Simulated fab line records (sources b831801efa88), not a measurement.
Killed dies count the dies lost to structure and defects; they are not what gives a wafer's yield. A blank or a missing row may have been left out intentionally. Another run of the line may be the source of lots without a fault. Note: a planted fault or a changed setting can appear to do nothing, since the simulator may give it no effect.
fab line records | flow sky130
record lots=12 wafers=36 last-day=51
route steps=708 shown VIA3@585 METAL4@602 CAP2M@603 PAD_OPEN@708
lots untouched by any fault: they come from a run of this same line in which no faults occurred
start-h: start of the lot's first displayed wafer, in hours after the record's first day | wait-h: hours since the lot's step before | " unchanged from the row above | L1.1+2: a single row standing in for several wafers | - value missing, or start not given | * or withheld: withheld | < > ~ a bound
route shown NAME@n: names a module that has steps shown in the file, with the first one's number in the route | usual: the fault-free wafers' mean and standard deviation | same: alike in all rows | chamber/n: place in a boat | sites: each site's reading | _std_site: their standard deviation | _edge_site: the outer-site mean with the inner-site mean subtracted | radius-mm: how far each site lies from the wafer's centre | mask NAME#n: copy n | behind: the last tool/chamber to shape the wafer | hold: the reason the lot was held/the length of the hold in hours/how it ended | device: transistor that didn't switch, given as n, p or np | end of line: the same wafers' tests at the end of the route | a step without rows: its recipe alone | killed: dies lost to structure and defects at the first sort, not the wafer's yield | map: the dies of a wafer, with x for killed, . for not killed, _ for no die there
set.NAME: the setting that was run; set.NAME@STEP: the one run at that earlier step | model.NAME: the simulator's own value behind a step, which no gauge read
one table for each step of the route and one row for each wafer, over a sample of lots
services: from which hour (start-h, from the record's first day; less than 0 if before it) a tool's chamber was out of use, for how many hours, and why
## steps
# step SKY_VIA3_CD_MEAS_12
# recipe target-cd-nm=200
# usual cd-nm=200.3/1.4
# columns lot.wafer tool chamber start-h wait-h cd-nm
L166.1 cd-sem-02 - 915.12 - 200.2
L166.3 " - " " 198.7
L166.4 " - " " 200.5
L168.3 cd-sem-02 - 924.01 - 200.3
L168.4 " - " " 201.1
L168.6 " - " " 198.5
L170.1 cd-sem-02 - 953.19 - 196.4
L170.2 " - " " 197.1
L170.5 " - " " 197.3
L171.1 cd-sem-02 - 963.27 - 200.5
L171.3 " - " " 200.4
L171.5 " - " " 200.3
L172.1 cd-sem-01 - 964.09 - 197.8
L172.2 " - " " 198.3
L172.6 " - " " 200.0
L174.2 cd-sem-01 - 978.09 - 200.1
L174.5 " - " " 200.3
L174.6 " - " " 201.3
L175.2 cd-sem-01 - 988.59 - 202.3
L175.4 " - " " 201.5
L175.6 " - " " 202.2
L176.2 cd-sem-01 - 993.24 - 199.8
L176.4 " - " " 197.8
L176.6 " - " " 200.0
L177.2 cd-sem-01 - 999.66 - 200.3
L177.3 " - " " 199.4
L177.5 " - " " 200.7
L187.2 cd-sem-01 - 1077.09 - 201.7
L187.5 " - " " 203.1
L187.6 " - " " 203.5
L188.1 cd-sem-02 - 1079.04 - 201.5
L188.3 " - " " 200.6
L188.5 " - " " 199.3
L189.1 cd-sem-02 - 1108.77 - 201.3
L189.2 " - " " 203.2
L189.4 " - " " 200.2
# step SKY_VIA3_STRIP_16
# recipe chemistry=O2/N2 power-w=1400 pressure-mtorr=1500 platen-temp-c=withheld o2-flow-sccm=3000 n2-flow-sccm=300 overash-fraction=0.5
# usual drypump-motor-current-A=5.8/0.45 o2-flow-sccm=3000/9.1 oes-product-au=0.403/0.0047 strip-time-to-endpoint-s=4.137/0.027
# columns lot.wafer tool chamber start-h wait-h drypump-motor-current-A o2-flow-sccm oes-product-au rf-hours-counter-h strip-time-to-endpoint-s
L166.1 plasma-asher-01 1 915.37 0.0 5.7 3004 0.409 18 4.161
L166.3 " 1 " " 5.7 3004 0.397 - 4.111
L166.4 " 0 " " 6.7 2992 0.401 - 4.167
L168.3 plasma-asher-02 1 924.26 0.1 6.0 3004 0.405 - 4.132
L168.4 " 0 " " 5.8 2999 0.397 - 4.159
L168.6 " 0 " " 5.8 3017 0.413 - 4.140
L170.1 plasma-asher-01 0 953.45 0.0 6.7 2987 0.400 21 4.175
L170.2 " 1 " " 5.7 3000 0.397 21 4.119
L170.5 " 0 " " 6.7 3004 0.402 - 4.165
L171.1 plasma-asher-01 0 963.53 0.0 6.7 2998 0.401 23 4.120
L171.3 " 1 " " 5.7 2995 0.402 - 4.148
L171.5 " 0 " " 6.7 3015 0.406 - 4.130
L172.1 plasma-asher-01 0 964.35 0.0 6.7 2990 0.395 23 4.117
L172.2 " 1 " " 5.7 3003 0.399 23 4.151
L172.6 " 0 " " 6.7 3004 0.405 - 4.135
L174.2 plasma-asher-04 0 978.33 0.0 5.4 3002 0.400 117 4.089
L174.5 " 0 " " 5.3 3009 0.405 - 4.143
L174.6 " 1 " " 5.3 2999 0.404 - 4.102
L175.2 plasma-asher-02 0 988.83 0.0 5.8 2993 0.398 86 4.104
L175.4 " 0 " " 5.8 2992 0.408 - 4.141
L175.6 " 1 " " 5.9 2985 0.401 - 4.094
L176.2 plasma-asher-01 1 993.48 0.0 5.7 3005 0.396 26 4.127
L176.4 " 1 " " 5.7 2994 0.397 - 4.103
L176.6 " 1 " " 5.7 2997 0.400 - 4.139
L177.2 plasma-asher-02 0 999.90 0.0 5.8 2988 0.400 87 4.129
L177.3 " 1 " " 6.0 3002 0.399 - 4.139
L177.5 " 1 " " 6.0 3005 0.399 - 4.145
L187.2 plasma-asher-04 0 1077.33 0.0 5.3 2988 0.399 1 4.147
L187.5 " 0 " " 5.3 2996 0.403 - 4.157
L187.6 " 1 " " 5.3 2989 0.411 - 4.135
L188.1 plasma-asher-01 0 1079.30 0.0 6.7 2995 0.396 33 4.137
L188.3 " 1 " " 5.7 3002 0.403 - 4.100
L188.5 " 0 " " 6.7 2990 0.402 - 4.161
L189.1 plasma-asher-02 0 1109.03 0.0 5.8 2998 0.398 98 4.123
L189.2 " 1 " " 5.9 2997 0.404 98 4.152
L189.4 " 0 " " 5.8 2995 0.404 - 4.105
# step SKY_METAL4_SPUTTER_04
# recipe material=TiN target-thk-nm=70 power-w=6500 time-s=58.3 chamber-pressure-pa=0.4
# usual cathode-dc-power-W=6500.1/1.1 throttle-valve-pct=29.9/1
# columns lot.wafer tool chamber start-h wait-h cathode-dc-power-W throttle-valve-pct
L166.1 pvd-sputter-03 - 916.77 0.0 6502.2 29.0
L166.3 " - " " 6500.2 29.4
L166.4 " - " " 6500.2 31.1
L168.3 pvd-sputter-04 - 925.63 0.0 6499.4 29.3
L168.4 " - " " 6502.4 28.9
L168.6 " - " " 6501.8 29.2
L170.1 pvd-sputter-04 - 954.81 0.0 6500.3 30.3
L170.2 " - " " 6499.6 28.9
L170.5 " - " " 6500.8 29.4
L171.1 pvd-sputter-03 - 964.89 0.0 6500.3 29.2
L171.3 " - " " 6502.3 28.9
L171.5 " - " " 6501.0 29.3
L172.1 pvd-sputter-03 - 965.72 0.0 6500.6 29.0
L172.2 " - " " 6501.1 29.1
L172.6 " - " " 6498.4 31.2
L174.2 pvd-sputter-04 - 979.69 0.0 6500.0 30.6
L174.5 " - " " 6502.2 30.2
L174.6 " - " " 6498.7 29.1
L175.2 pvd-sputter-04 - 990.19 0.0 6501.7 30.8
L175.4 " - " " 6498.2 29.0
L175.6 " - " " 6502.1 30.4
L176.2 pvd-sputter-04 - 994.84 0.0 6498.4 28.8
L176.4 " - " " 6501.0 28.6
L176.6 " - " " 6500.3 29.4
L177.2 pvd-sputter-04 - 1001.26 0.0 6243.3 28.9
L177.3 " - " " 6501.8 29.4
L177.5 " - " " 6243.7 29.0
L187.2 pvd-sputter-01 - 1078.85 0.0 6500.1 32.1
L187.5 " - " " 6499.7 30.4
L187.6 " - " " 6499.9 31.3
L188.1 pvd-sputter-01 - 1080.83 0.0 6499.8 31.9
L188.3 " - " " 6501.4 30.2
L188.5 " - " " 6499.9 31.8
L189.1 pvd-sputter-03 - 1111.08 0.0 6499.4 29.0
L189.2 " - " " 6499.4 31.1
L189.4 " - " " 6501.4 29.1
# step SKY_CAP2M_CVD_00
# recipe material=SiO2 target-thk-nm=15.5 temp-c=400 time-s=withheld rf-w=450
# usual heater-power-w=679/110 susceptor-temp-C=399.97/0.21
# columns lot.wafer tool chamber start-h wait-h heater-power-w susceptor-temp-C
L166.1 pecvd-01 0 916.82 0.0 765 400.11
L166.3 " 2 " " 596 399.88
L166.4 " 1 " " 696 400.28
L168.3 pecvd-03 2 925.69 0.0 855 400.20
L168.4 " 0 " " 476 399.85
L168.6 " 0 " " 486 399.82
L170.1 pecvd-03 1 954.86 0.0 623 400.03
L170.2 " 2 " " 760 400.08
L170.5 " 2 " " 787 399.67
L171.1 pecvd-04 0 964.94 0.0 640 400.05
L171.3 " 1 " " 901 399.98
L171.5 " 0 " " 636 400.06
L172.1 pecvd-01 1 965.77 0.0 681 400.09
L172.2 " 0 " " 783 399.74
L172.6 " 2 " " 610 399.87
L174.2 pecvd-01 1 979.74 0.0 646 399.47
L174.5 " 1 " " 653 399.96
L174.6 " 2 " " 680 399.62
L175.2 pecvd-04 2 990.24 0.0 542 400.24
L175.4 " 1 " " 835 399.80
L175.6 " 2 " " 550 400.03
L176.2 pecvd-01 1 994.89 0.0 601 399.85
L176.4 " 2 " " 615 399.55
L176.6 " 1 " " 628 399.67
L177.2 pecvd-04 0 1001.31 0.0 667 400.09
L177.3 " 2 " " 489 399.91
L177.5 " 1 " " 868 400.23
L187.2 pecvd-04 2 1078.90 0.0 541 400.39
L187.5 " 1 " " 725 399.91
L187.6 " 2 " " 541 399.80
L188.1 pecvd-01 0 1080.88 0.0 723 399.95
L188.3 " 1 " " 674 399.71
L188.5 " 0 " " 712 400.03
L189.1 pecvd-04 1 1111.13 0.0 921 400.18
L189.2 " 2 " " 497 400.16
L189.4 " 0 " " 637 400.15
# step SKY_PAD_OPEN_PROBE_99
# usual defect-limited-yield=82.3/2.1 killed_at_M0_to_M3=44/7.2 killed_at_M4_up=3.1/1.7 killed-at-contacts=24/5.2 killed-at-front-end=15/4.1 killed-at-other=0.3/0.61 killed-dies=87/10 killed-open=48/7.5 killed-short=39/6.6 sort_bin_3_pad_short=0.8/0.39 sort_bin_5_function=10.4/1.7 sort_bin_6_memory=6.5/1.1 sort-n-pass=405/10 sort-yield-pct=82.3/2.1
# same gross-dies=492 killed-at-back-side=0 sort_bin_4_leakage[%]=0 sort_bin_8_speed[%]=0
# columns lot.wafer tool chamber start-h wait-h defect-limited-yield[%] killed_at_M0_to_M3 killed_at_M4_up killed-at-contacts killed-at-front-end killed-at-other killed-dies killed-open killed-short sort_bin_3_pad_short[%] sort_bin_5_function[%] sort_bin_6_memory[%] sort-n-pass sort-yield-pct[%]
L166.1 prober-01 - 1063.96 0.1 81.5 50 1 27 13 0 91 44 47 1.2 12.0 5.3 401 81.5
L166.3 prober-01 - 1064.06 0.2 79.3 54 6 28 14 0 102 65 36 1.0 12.2 7.5 390 79.3
L166.4 prober-01 - 1064.11 0.2 80.9 52 3 24 13 2 94 45 49 0.8 11.8 6.5 398 80.9
L168.3 prober-02 - 1072.14 0.2 82.3 43 4 24 16 0 87 55 32 0.8 9.3 7.5 405 82.3
L168.4 prober-02 - 1072.19 0.2 81.7 43 3 26 18 0 90 41 49 1.6 11.0 5.7 402 81.7
L168.6 prober-02 - 1072.29 0.2 83.9 40 1 17 21 0 79 39 40 1.0 9.3 5.7 413 83.9
L170.1 prober-01 - 1096.37 0.1 83.3 41 5 18 18 0 82 37 45 1.2 8.9 6.5 410 83.3
L170.2 prober-01 - 1096.42 0.1 83.7 42 4 14 20 0 80 39 40 1.0 10.6 4.7 412 83.7
L170.5 prober-01 - 1096.57 0.2 84.1 39 6 17 16 0 78 37 41 1.0 9.8 5.1 414 84.1
L171.1 prober-02 - 1104.98 0.1 83.1 41 4 26 12 0 83 53 29 0.2 11.8 4.9 409 83.1
L171.3 prober-02 - 1105.08 0.2 81.5 51 2 23 15 0 91 40 51 1.2 9.1 8.1 401 81.5
L171.5 prober-02 - 1105.18 0.2 83.7 36 4 24 15 1 80 46 34 0.4 8.7 7.1 412 83.7
L177.2 prober-02 - 1135.25 0.1 82.3 42 9 24 12 0 87 48 38 0.8 12.0 4.9 405 82.3
L177.3 prober-02 - 1135.30 0.2 81.1 42 4 33 14 0 93 59 34 0.6 11.2 7.1 399 81.1
L177.5 prober-02 - 1135.40 0.2 81.3 40 1 24 27 0 92 55 37 0.4 11.0 7.3 400 81.3
# killed by level:class
L166.1 METAL2:geometric-particle:short=12 CONTACT:geometric-particle:open=11 METAL1:geometric-particle:short=8 VIA2:geometric-particle:open=8 VIA1:geometric-particle:open=7 LI_CONTACT:geometric-particle:open=5 LOCAL_INTERCONNECT:geometric-particle:short=5 CONTACT:geometric-particle:short=5
L166.3 VIA1:geometric-particle:open=15 VIA2:geometric-particle:open=13 CONTACT:geometric-particle:open=12 VIA3:geometric-particle:open=7 FIELD_ISO:geometric-particle:short=6 LI_CONTACT:geometric-particle:open=5 METAL2:geometric-particle:short=5 POLY_GATE:geometric-particle:short=4
L166.4 CONTACT:geometric-particle:open=12 VIA1:geometric-particle:open=10 METAL2:geometric-particle:short=9 METAL1:geometric-particle:short=8 VIA2:geometric-particle:short=8 VIA3:geometric-particle:open=6 CONTACT:geometric-particle:short=5 FIELD_ISO:geometric-particle:open=4
L168.3 VIA1:geometric-particle:open=13 VIA2:geometric-particle:open=8 CONTACT:geometric-particle:open=8 LI_CONTACT:geometric-particle:open=6 FIELD_ISO:geometric-particle:short=5 FIELD_ISO:geometric-particle:open=5 CONTACT:geometric-particle:short=4 VIA1:geometric-particle:short=4
L168.4 CONTACT:geometric-particle:open=9 VIA1:geometric-particle:open=7 VIA1:geometric-particle:short=7 FIELD_ISO:geometric-particle:short=6 VIA3:geometric-particle:open=6 METAL2:geometric-particle:short=6 VIA2:geometric-particle:short=5 POLY_GATE:geometric-particle:short=4
L168.6 VIA1:geometric-particle:open=11 VIA1:geometric-particle:short=10 FIELD_ISO:geometric-particle:short=8 CONTACT:geometric-particle:open=6 VIA2:geometric-particle:open=5 FIELD_ISO:geometric-particle:open=4 POLY_GATE:geometric-particle:open=4 LOCAL_INTERCONNECT:geometric-particle:short=4
L170.1 CONTACT:geometric-particle:short=8 VIA3:geometric-particle:open=8 METAL2:geometric-particle:short=7 POLY_GATE:geometric-particle:short=6 POLY_GATE:geometric-particle:open=6 VIA1:geometric-particle:open=6 VIA2:geometric-particle:open=5 FIELD_ISO:geometric-particle:short=4
L170.2 VIA1:geometric-particle:open=14 FIELD_ISO:geometric-particle:open=6 METAL3:geometric-particle:short=5 VIA3:geometric-particle:open=5 FIELD_ISO:geometric-particle:short=4 POLY_GATE:geometric-particle:open=4 POLY_GATE:geometric-particle:short=4 LOCAL_INTERCONNECT:geometric-particle:short=4
L170.5 VIA1:geometric-particle:open=9 VIA1:geometric-particle:short=6 METAL2:geometric-particle:short=6 POLY_GATE:geometric-particle:open=5 LOCAL_INTERCONNECT:geometric-particle:short=5 CONTACT:geometric-particle:open=4 VIA2:geometric-particle:open=4 METAL3:geometric-particle:short=4
L171.1 CONTACT:geometric-particle:open=12 METAL2:geometric-particle:short=12 VIA1:geometric-particle:open=10 LI_CONTACT:geometric-particle:open=8 VIA2:geometric-particle:open=6 VIA3:geometric-particle:open=6 FIELD_ISO:geometric-particle:open=5 CONTACT:geometric-particle:short=3
L171.3 VIA1:geometric-particle:open=12 CONTACT:geometric-particle:short=8 METAL1:geometric-particle:short=8 VIA3:geometric-particle:open=8 VIA2:geometric-particle:open=7 LOCAL_INTERCONNECT:geometric-particle:short=6 POLY_GATE:geometric-particle:short=5 CONTACT:geometric-particle:open=5
L171.5 CONTACT:geometric-particle:open=11 METAL2:geometric-particle:short=10 VIA1:geometric-particle:open=8 FIELD_ISO:geometric-particle:open=5 LI_CONTACT:geometric-particle:open=5 VIA2:geometric-particle:open=4 CONTACT:geometric-particle:short=4 FIELD_ISO:geometric-particle:short=3
L177.2 LI_CONTACT:geometric-particle:open=9 VIA1:geometric-particle:open=9 CONTACT:geometric-particle:open=7 VIA3:geometric-particle:open=6 METAL1:geometric-particle:short=5 VIA1:geometric-particle:short=5 METAL2:geometric-particle:short=5 METAL4:geometric-particle:short=5
L177.3 VIA1:geometric-particle:open=14 CONTACT:geometric-particle:open=13 LI_CONTACT:geometric-particle:open=8 VIA2:geometric-particle:open=7 VIA3:geometric-particle:open=6 FIELD_ISO:geometric-particle:open=4 CONTACT:geometric-particle:short=4 METAL2:geometric-particle:short=4
L177.5 VIA1:geometric-particle:open=15 FIELD_ISO:geometric-particle:open=13 LI_CONTACT:geometric-particle:open=8 CONTACT:geometric-particle:open=8 FIELD_ISO:geometric-particle:short=7 POLY_GATE:geometric-particle:short=6 METAL2:geometric-particle:short=5 VIA2:geometric-particle:open=4
## services
# columns tool chamber start-h hours kind
pvd-sputter-03 - 892.44 0.6 repair
pvd-sputter-04 - 910.19 11.4 repair
pecvd-04 2 913.12 - clean
pecvd-04 2 913.12 29.5 scheduled-down
pecvd-04 2 913.12 29.5 vent-cycle
pecvd-03 1 924.44 3.8 repair
plasma-asher-04 - 932.23 0.7 repair
pecvd-01 - 952.22 2.0 repair
pecvd-01 1 959.07 5.5 scheduled-down
pvd-sputter-04 - 962.67 6.6 repair
pecvd-04 2 963.30 2.1 scheduled-down
pecvd-04 0 968.93 16.5 scheduled-down
pecvd-03 1 972.96 5.5 repair
plasma-asher-02 - 1004.06 3.9 repair
pecvd-04 2 1012.60 6.6 repair
plasma-asher-01 - 1017.30 14.6 pm
pecvd-01 - 1018.49 0.5 repair
plasma-asher-04 - 1055.25 9.0 pm
plasma-asher-01 - 1071.21 0.3 repair
pvd-sputter-03 - 1071.31 1.5 repair
pecvd-04 - 1074.51 1.5 repair
plasma-asher-04 - 1079.59 3.3 repair
pvd-sputter-01 - 1088.18 4.3 repair
pecvd-03 0 1091.09 5.0 repair
## key
first-sign step=SKY_METAL4_SPUTTER_04 reading=cathode-dc-power-W direction=down sigmas=99+ usual=6500.1 struck=6243.5
effect none on later readings
met-at SKY_METAL4_SPUTTER_04
struck-lots L177
struck-wafers L177.2,L177.5
not-acting-at SKY_VIA3_CD_MEAS_12,SKY_VIA3_STRIP_16,SKY_CAP2M_CVD_00
onset-between 994.84 1001.26
fault kind=process-parameter-drift tool=pvd-sputter-04 chamber=- onset-h=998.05 steps=SKY_METAL4_SPUTTER_04 channel=power-w offset=* shape=step end-h=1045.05 acts-in=* stated=* scope=struck-wafers-only
